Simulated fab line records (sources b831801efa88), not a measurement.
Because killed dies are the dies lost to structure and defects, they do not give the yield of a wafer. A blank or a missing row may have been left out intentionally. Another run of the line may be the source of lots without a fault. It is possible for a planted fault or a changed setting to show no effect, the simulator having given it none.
fab line records	flow sky130
record: lots: 6	wafers: 18	last-day: 50
route steps=708 shown CAPM@539 PAD_OPEN@708
lots that met no fault: from a run of the same line without faults
start-h: the number of hours between the record's first day and the start of the first shown wafer of the lot	wait-h: hours from the lot's prior step to this one	" as in the row above	L1.1+2: a row that stands for several wafers	- value missing, or start not given	* or withheld: withheld	< > ~ a bound
route shown NAME@n: names a module that has steps shown in the file, with the first one's number in the route	usual: average and standard deviation across the fault-free wafers	same: alike in all rows	chamber/n: place in a boat	sites: each site's reading	_std_site: standard deviation of those values	_edge_site: mean of outer sites minus mean of inner sites	radius-mm: for every site, how far away it sits from the centre of the wafer	mask NAME#n: copy n	behind: the last tool/chamber to shape the wafer	hold: why the lot went on hold/how many hours it stayed there/how the hold came to an end	device: the n, p or np transistor that did not switch	end of line: the tests these same wafers got at the end of their route	a step given without rows: its recipe and nothing more	killed: not the wafer's yield, but the dies lost to structure and defects at the first sort	map: per-die view of a wafer (x killed, . not killed, _ where there is no die)
set.NAME: the setting the step ran with; set.NAME@STEP: the setting that earlier step ran with	model.NAME: the simulator's own value behind a step, which no gauge read
lots seen at some steps along the route; tables by step, rows by wafer
services: the hour from which a tool's chamber was out of use, counted from the record's first day as start-h (under 0 if before that day), plus the number of hours and why
== steps ==
step: SKY_CAPM_SPUTTER_02
recipe: material: TiN	target-thk-nm: 200	temp-c: 300	power-w: 6500	time-s: 166.7	chamber-pressure-pa: 0.4
usual: throttle-valve-pct: 30.1/0.7
lot.wafer	tool	chamber	start-h	wait-h	throttle-valve-pct
L722.2	pvd-sputter-02	-	872.44	0.0	29.5
L722.4	"	-	"	"	28.7
L722.5	"	-	"	"	31.0
L723.1	pvd-sputter-03	-	883.64	0.1	30.2
L723.2	"	-	"	"	29.9
L723.5	"	-	"	"	29.8
L729.1	pvd-sputter-02	-	924.08	0.1	30.0
L729.5	"	-	"	"	31.0
L729.6	"	-	"	"	29.6
L733.1	pvd-sputter-03	-	957.30	0.1	30.9
L733.3	"	-	"	"	29.9
L733.5	"	-	"	"	30.1
L735.1	pvd-sputter-03	-	965.72	0.1	30.7
L735.2	"	-	"	"	30.1
L735.4	"	-	"	"	30.3
L740.1	pvd-sputter-02	-	1004.43	0.1	31.1
L740.2	"	-	"	"	29.4
L740.3	"	-	"	"	30.0
step: SKY_CAPM_RS_MEAS_03
recipe: thk-meas-gauge: four-point-probe	reads: TiN_of_CAPM_SPUTTER_02
usual: CAPM_TIN_RS: 6.93/0.075
lot.wafer	tool	chamber	start-h	wait-h	CAPM_TIN_RS[ohm/sq]
L722.2	film-metro-01	-	872.57	0.1	7.08
L722.4	"	-	"	"	6.96
L722.5	"	-	"	"	7.07
L723.1	film-metro-01	-	883.75	0.1	6.79
L723.2	"	-	"	"	6.78
L723.5	"	-	"	"	6.80
L729.1	film-metro-01	-	924.19	0.1	6.95
L729.5	"	-	"	"	6.99
L729.6	"	-	"	"	6.88
L733.1	film-metro-03	-	957.41	0.1	6.93
L733.3	"	-	"	"	6.89
L733.5	"	-	"	"	6.92
L735.1	film-metro-01	-	965.83	0.1	6.88
L735.2	"	-	"	"	6.86
L735.4	"	-	"	"	6.93
L740.1	film-metro-01	-	1004.54	0.1	7.02
L740.2	"	-	"	"	7.12
L740.3	"	-	"	"	6.88
step: SKY_CAPM_THK_MEAS_04
recipe: thk-meas-gauge: xrf	reads: TiN_of_CAPM_SPUTTER_02
usual: CAPM_TIN_THK: 198.9/2.3
lot.wafer	tool	chamber	start-h	wait-h	CAPM_TIN_THK[nm]
L722.2	film-metro-01	-	872.68	0.1	195.4
L722.4	"	-	"	"	198.6
L722.5	"	-	"	"	196.0
L723.1	film-metro-01	-	883.87	0.1	203.4
L723.2	"	-	"	"	203.3
L723.5	"	-	"	"	203.1
L729.1	film-metro-01	-	924.31	0.1	198.2
L729.5	"	-	"	"	198.4
L729.6	"	-	"	"	200.6
L733.1	film-metro-03	-	957.53	0.1	197.5
L733.3	"	-	"	"	199.2
L733.5	"	-	"	"	198.2
L735.1	film-metro-01	-	965.95	0.1	201.4
L735.2	"	-	"	"	201.8
L735.4	"	-	"	"	199.7
L740.1	film-metro-01	-	1004.66	0.1	197.0
L740.2	"	-	"	"	194.1
L740.3	"	-	"	"	201.7
step: SKY_CAPM_DEHYDRATE_05
recipe: temp-c: 200	time-s: 60
step: SKY_CAPM_HMDS_06
recipe: prime-time-s: 60	prime-temp-c: 120
step: SKY_CAPM_COAT_07
recipe: resist: NOVOLAK	spin-rpm: 3000	resist-thk-nm: 1140
step: SKY_CAPM_SOFTBAKE_08
recipe: temp-c: 90	time-s: 60	resist: NOVOLAK
step: SKY_CAPM_EXPOSE_09
recipe: mask-id: CAPM	na: 0.6	source-shape: conventional	sigma-outer: 0.6	polarization: unpolarized	target-cd-nm: 1000	dose-mj: 159
step: SKY_CAPM_PEB_10
recipe: temp-c: withheld	time-s: *	resist: NOVOLAK
step: SKY_CAPM_DEVELOP_11
recipe: resist: NOVOLAK	developer: TMAH	develop-time-s: 60	dev-temp-c: 23
step: SKY_CAPM_OVL_MEAS_12
usual: CAPM_OVL: -0.7/1.4
lot.wafer	tool	chamber	start-h	wait-h	CAPM_OVL[nm]
L722.2	overlay-02	-	897.28	0.1	-2.3
L722.4	"	-	"	"	-2.3
L722.5	"	-	"	"	-2.0
L723.1	overlay-01	-	909.23	0.1	-0.7
L723.2	"	-	"	"	-1.1
L723.5	"	-	"	"	0.2
L729.1	overlay-01	-	947.50	0.1	0.9
L729.5	"	-	"	"	-1.4
L729.6	"	-	"	"	0.2
L733.1	overlay-01	-	980.84	0.1	-0.1
L733.3	"	-	"	"	1.0
L733.5	"	-	"	"	-1.9
L735.1	overlay-01	-	989.03	0.1	-0.2
L735.2	"	-	"	"	-1.8
L735.4	"	-	"	"	0.9
L740.1	overlay-01	-	1026.59	0.1	-2.2
L740.2	"	-	"	"	-2.0
L740.3	"	-	"	"	-1.4
step: SKY_CAPM_METAL_ETCH_13
recipe: target-depth-nm: 220	stop-on: SiO2	chemistry: Cl2/BCl3	target: TiN	pressure-mtorr: 10	icp-w: 900	bias-w: 48.5	Cl2_flow_sccm: 60	bcl3-flow-sccm: 30	time-s: 62.9
usual: bias-w: 48.50/0.14	drypump-motor-current-A: 5.9/0.4	mfc-cl2-sccm: 60.01/0.19	oes-product-au: 0.940/0.0076	throttle-valve-pct: 21.903/0.011
lot.wafer	tool	chamber	start-h	wait-h	bias-w	drypump-motor-current-A	mfc-cl2-sccm	oes-product-au	rf-hours-counter-h	throttle-valve-pct
L722.2	rie-metal-01	0	897.31	0.0	48.35	5.9	60.14	0.923	9	21.910
L722.4	"	1	"	"	48.53	6.5	60.08	0.948	-	21.900
L722.5	"	1	"	"	48.48	6.5	59.62	0.926	-	21.904
L723.1	rie-metal-03	1	909.26	0.0	48.60	5.8	60.25	0.950	12	21.886
L723.2	"	1	"	"	48.52	5.8	59.96	0.949	-	21.889
L723.5	"	1	"	"	48.50	5.8	59.96	0.946	-	21.897
L729.1	rie-metal-03	1	947.53	0.0	48.74	5.8	59.94	0.939	15	21.906
L729.5	"	0	"	"	48.52	5.7	60.09	0.939	-	21.901
L729.6	"	1	"	"	48.64	5.8	60.15	0.945	-	21.919
L733.1	rie-metal-03	1	980.88	0.0	48.47	5.8	59.82	0.943	17	21.907
L733.3	"	0	"	"	48.43	5.6	59.94	0.944	-	21.894
L733.5	"	0	"	"	48.65	5.6	59.61	0.939	-	21.907
L735.1	rie-metal-02	0	989.06	0.0	48.30	6.4	60.11	0.938	10	21.880
L735.2	"	1	"	"	48.61	5.3	60.06	0.944	19	21.878
L735.4	"	0	"	"	48.67	6.4	60.06	0.944	-	21.893
L740.1	rie-metal-03	0	1026.63	0.0	48.30	5.6	60.18	0.932	11	21.904
L740.2	"	1	"	"	48.36	5.8	60.30	0.919	20	21.924
L740.3	"	1	"	"	48.49	5.8	60.06	0.939	-	21.915
step: SKY_CAPM_STRIP_14
recipe: chemistry: O2/N2	power-w: 1400	pressure-mtorr: 1500	platen-temp-c: withheld	o2-flow-sccm: 3000	n2-flow-sccm: 300	overash-fraction: 0.5
usual: drypump-motor-current-A: 5.8/0.45	n2-flow-sccm: 300.1/0.91	oes-product-au: 0.710/0.0047	strip-time-to-endpoint-s: 12.67/0.05
lot.wafer	tool	chamber	start-h	wait-h	drypump-motor-current-A	n2-flow-sccm	oes-product-au	rf-hours-counter-h	strip-time-to-endpoint-s
L722.2	plasma-asher-01	1	897.39	0.1	5.9	300.6	0.707	109	12.69
L722.4	"	0	"	"	6.1	299.9	0.714	-	12.62
L722.5	"	0	"	"	6.1	299.8	0.712	-	12.57
L723.1	plasma-asher-03	0	909.42	0.1	5.7	300.3	0.716	48	12.63
L723.2	"	1	"	"	5.9	301.1	0.711	48	12.62
L723.5	"	1	"	"	5.9	299.0	0.712	-	12.63
L729.1	plasma-asher-01	0	947.61	0.1	6.2	360.7	0.707	114	12.63
L729.5	"	0	"	"	6.1	360.7	0.707	-	12.65
L729.6	"	1	"	"	5.9	360.9	0.707	-	12.63
L733.1	plasma-asher-01	0	980.95	0.1	6.1	360.0	0.709	118	12.67
L733.3	"	0	"	"	6.1	360.3	0.715	-	12.70
L733.5	"	1	"	"	5.9	359.7	0.710	-	12.67
L735.1	plasma-asher-03	0	989.14	0.1	5.7	299.1	0.710	56	12.69
L735.2	"	1	"	"	5.9	299.8	0.709	56	12.71
L735.4	"	1	"	"	5.9	298.7	0.711	-	12.66
L740.1	plasma-asher-02	1	1026.70	0.1	5.0	300.1	0.713	29	12.73
L740.2	"	0	"	"	6.4	300.5	0.705	29	12.65
L740.3	"	1	"	"	5.0	300.2	0.713	-	12.67
step: SKY_CAPM_STRIP_15
recipe: chemistry: post-etch-residue-remover	time-s: 1200	temp-c: 72.5
step: SKY_PAD_OPEN_PROBE_99
usual: defect-limited-yield: 82.5/1.7	killed_at_M0_to_M3: 43/6.7	killed_at_M4_up: 3.2/1.8	killed-at-contacts: 24/4.8	killed-at-front-end: 16/4.2	killed-at-other: 0.3/0.56	killed-dies: 86/8.5	killed-open: 47/6.7	killed-short: 39/6	sort_bin_3_pad_short: 0.9/0.45	sort_bin_5_function: 10.3/1.6	sort_bin_6_memory: 6.3/1	sort-n-pass: 406/8.5	sort-yield-pct: 82.5/1.7
same: gross-dies: 492	killed-at-back-side: 0	sort_bin_4_leakage[%]: 0	sort_bin_8_speed[%]: 0
lot.wafer	tool	chamber	start-h	wait-h	defect-limited-yield[%]	killed_at_M0_to_M3	killed_at_M4_up	killed-at-contacts	killed-at-front-end	killed-at-other	killed-dies	killed-open	killed-short	sort_bin_3_pad_short[%]	sort_bin_5_function[%]	sort_bin_6_memory[%]	sort-n-pass	sort-yield-pct[%]
L722.2	prober-02	-	1090.88	0.1	82.5	43	1	26	16	0	86	49	37	1.4	10.6	5.5	406	82.5
L722.4	prober-02	-	1090.98	0.2	83.5	37	5	26	13	0	81	43	38	0.4	8.9	7.1	411	83.5
L722.5	prober-02	-	1091.03	0.2	80.3	47	1	26	23	0	97	47	49	1.0	10.8	7.9	395	80.3
L723.1	prober-01	-	1099.44	0.1	86.8	26	3	24	12	0	65	35	30	0.6	7.9	4.7	427	86.8
L723.2	prober-01	-	1099.49	0.1	80.5	52	2	24	18	0	96	62	34	1.4	12.0	6.1	396	80.5
L723.5	prober-01	-	1099.64	0.2	83.3	49	0	23	10	0	82	44	38	0.6	10.0	6.1	410	83.3
L729.1	prober-01	-	1132.90	0.1	85.2	32	7	22	12	0	73	27	46	1.0	7.9	5.9	419	85.2
L729.5	prober-01	-	1133.10	0.2	84.6	34	7	24	11	0	76	32	43	1.0	8.1	6.3	416	84.6
L729.6	prober-01	-	1133.15	0.2	80.5	50	4	29	13	0	96	48	46	0.8	10.8	7.9	396	80.5
L733.1	prober-01	-	1159.06	0.1	84.6	43	5	15	13	0	76	35	41	0.6	8.7	6.1	416	84.6
L733.3	prober-01	-	1159.16	0.2	84.6	29	2	32	13	0	76	43	33	0.6	8.5	6.3	416	84.6
L733.5	prober-01	-	1159.26	0.2	83.3	38	2	26	16	0	82	48	34	0.4	10.6	5.7	410	83.3
L735.1	prober-01	-	1163.70	0.1	86.0	34	1	22	12	0	69	45	24	0.8	8.9	4.3	423	86.0
L735.2	prober-01	-	1163.75	0.1	80.9	43	5	30	15	1	94	50	44	1.0	12.4	5.7	398	80.9
L735.4	prober-01	-	1163.85	0.2	79.9	50	2	30	17	0	99	57	42	0.8	13.2	6.1	393	79.9
L740.1	prober-02	-	1192.92	0.1	80.5	49	4	23	20	0	96	53	43	1.0	12.4	6.1	396	80.5
L740.2	prober-02	-	1192.97	0.1	83.1	45	1	23	13	1	83	44	39	1.2	10.6	5.1	409	83.1
L740.3	prober-02	-	1193.02	0.2	80.7	50	2	21	22	0	95	50	45	1.2	9.8	8.3	397	80.7
killed by level:class
L722.2 CONTACT:geometric-particle:open=11 VIA1:geometric-particle:open=11 CONTACT:geometric-particle:short=7 VIA2:geometric-particle:open=7 VIA3:geometric-particle:short=6 FIELD_ISO:geometric-particle:open=5 METAL1:geometric-particle:short=5 METAL2:geometric-particle:short=5
L722.4 CONTACT:geometric-particle:open=10 LI_CONTACT:geometric-particle:open=8 VIA1:geometric-particle:open=8 VIA3:geometric-particle:open=8 FIELD_ISO:geometric-particle:short=5 METAL4:geometric-particle:short=5 LOCAL_INTERCONNECT:geometric-particle:short=4 METAL3:geometric-particle:short=4
L722.5 CONTACT:geometric-particle:open=10 VIA1:geometric-particle:open=10 VIA3:geometric-particle:open=9 CONTACT:geometric-particle:short=7 FIELD_ISO:geometric-particle:short=5 POLY_GATE:geometric-particle:open=5 POLY_GATE:geometric-particle:short=5 METAL2:geometric-particle:short=5
L723.1 CONTACT:geometric-particle:open=10 CONTACT:geometric-particle:short=7 VIA3:geometric-particle:open=7 VIA1:geometric-particle:open=5 FIELD_ISO:geometric-particle:short=4 LI_CONTACT:geometric-particle:open=4 METAL3:geometric-particle:short=4 POLY_GATE:geometric-particle:open=3
L723.2 VIA3:geometric-particle:open=14 VIA1:geometric-particle:open=14 LI_CONTACT:geometric-particle:open=11 CONTACT:geometric-particle:open=7 FIELD_ISO:geometric-particle:open=6 VIA2:geometric-particle:open=5 METAL2:geometric-particle:short=5 FIELD_ISO:geometric-particle:short=4
L723.5 VIA3:geometric-particle:open=10 VIA1:geometric-particle:open=8 LI_CONTACT:geometric-particle:open=7 CONTACT:geometric-particle:open=6 METAL1:geometric-particle:short=5 VIA1:geometric-particle:short=5 METAL2:geometric-particle:short=5 VIA2:geometric-particle:open=5
L729.1 CONTACT:geometric-particle:open=8 LOCAL_INTERCONNECT:geometric-particle:short=7 METAL2:geometric-particle:short=7 METAL4:geometric-particle:short=7 VIA1:geometric-particle:short=6 METAL3:geometric-particle:short=5 LI_CONTACT:geometric-particle:open=5 VIA1:geometric-particle:open=5
L729.5 CONTACT:geometric-particle:open=12 VIA1:geometric-particle:open=9 CONTACT:geometric-particle:short=7 METAL4:geometric-particle:short=6 METAL1:geometric-particle:short=5 METAL3:geometric-particle:short=5 FIELD_ISO:geometric-particle:short=4 LI_CONTACT:geometric-particle:open=4
L729.6 CONTACT:geometric-particle:open=11 VIA1:geometric-particle:open=11 VIA1:geometric-particle:short=10 CONTACT:geometric-particle:short=8 METAL2:geometric-particle:short=7 LI_CONTACT:geometric-particle:open=6 FIELD_ISO:geometric-particle:open=4 LOCAL_INTERCONNECT:geometric-particle:short=4
L733.1 VIA1:geometric-particle:open=9 METAL1:geometric-particle:short=6 FIELD_ISO:geometric-particle:short=5 METAL2:geometric-particle:short=5 LI_CONTACT:geometric-particle:open=5 VIA2:geometric-particle:short=5 CONTACT:geometric-particle:open=4 CONTACT:geometric-particle:short=4
L733.3 CONTACT:geometric-particle:short=8 FIELD_ISO:geometric-particle:open=7 LI_CONTACT:geometric-particle:open=7 CONTACT:geometric-particle:open=7 VIA1:geometric-particle:open=6 LOCAL_INTERCONNECT:geometric-particle:short=5 LI_CONTACT:geometric-particle:short=4 VIA3:geometric-particle:open=4
L733.5 VIA1:geometric-particle:open=9 CONTACT:geometric-particle:open=7 LI_CONTACT:geometric-particle:open=6 CONTACT:geometric-particle:short=6 VIA3:geometric-particle:open=6 FIELD_ISO:geometric-particle:open=5 POLY_GATE:geometric-particle:open=5 VIA2:geometric-particle:open=5
L735.1 VIA1:geometric-particle:open=10 CONTACT:geometric-particle:open=9 VIA2:geometric-particle:open=8 CONTACT:geometric-particle:short=6 POLY_GATE:geometric-particle:short=5 VIA3:geometric-particle:open=5 VIA1:geometric-particle:short=4 FIELD_ISO:geometric-particle:open=3
L735.2 CONTACT:geometric-particle:open=9 LI_CONTACT:geometric-particle:open=8 VIA1:geometric-particle:open=8 CONTACT:geometric-particle:short=7 METAL2:geometric-particle:short=7 VIA2:geometric-particle:open=6 VIA3:geometric-particle:open=5 POLY_GATE:geometric-particle:short=4
L735.4 VIA1:geometric-particle:open=15 CONTACT:geometric-particle:short=10 VIA3:geometric-particle:open=10 LI_CONTACT:geometric-particle:open=8 CONTACT:geometric-particle:open=7 VIA1:geometric-particle:short=6 POLY_GATE:geometric-particle:short=5 VIA2:geometric-particle:open=5
L740.1 VIA1:geometric-particle:open=11 VIA1:geometric-particle:short=9 CONTACT:geometric-particle:open=9 POLY_GATE:geometric-particle:open=6 VIA3:geometric-particle:open=6 VIA3:geometric-particle:short=5 LOCAL_INTERCONNECT:geometric-particle:short=5 METAL1:geometric-particle:short=5
L740.2 VIA1:geometric-particle:open=12 CONTACT:geometric-particle:open=8 FIELD_ISO:geometric-particle:short=6 VIA3:geometric-particle:open=6 LI_CONTACT:geometric-particle:open=5 VIA1:geometric-particle:short=5 CONTACT:geometric-particle:short=4 METAL2:geometric-particle:short=4
L740.3 VIA3:geometric-particle:open=11 CONTACT:geometric-particle:open=9 VIA1:geometric-particle:open=7 FIELD_ISO:geometric-particle:open=6 POLY_GATE:geometric-particle:short=6 LOCAL_INTERCONNECT:geometric-particle:short=6 VIA1:geometric-particle:short=6 METAL2:geometric-particle:short=6
== services ==
tool	chamber	start-h	hours	kind
rie-metal-03	-	880.01	2.8	pm
rie-metal-03	0	900.56	21.0	repair
rie-metal-02	-	911.34	12.2	repair
pvd-sputter-02	-	940.40	1.9	repair
plasma-asher-02	-	946.07	0.6	repair
rie-metal-01	-	965.98	1.0	repair
plasma-asher-03	-	1011.69	3.7	repair
== key ==
first-sign: step: SKY_CAPM_STRIP_14	reading: n2-flow-sccm	direction: up	sigmas: 66	usual: 300.1	struck: 360.4
effect none on later readings
met-at SKY_CAPM_STRIP_14
struck-wafers L729.1,L729.5,L729.6,L733.1,L733.3,L733.5
onset-between 897.39 947.61
fault: kind: process-parameter-drift	tool: plasma-asher-01	chamber: -	onset-h: 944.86	steps: SKY_CAPM_STRIP_14	channel: n2-flow-sccm	offset: 60	shape: step	end-h: 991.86	acts-in: these-recipes-only	stated: 300
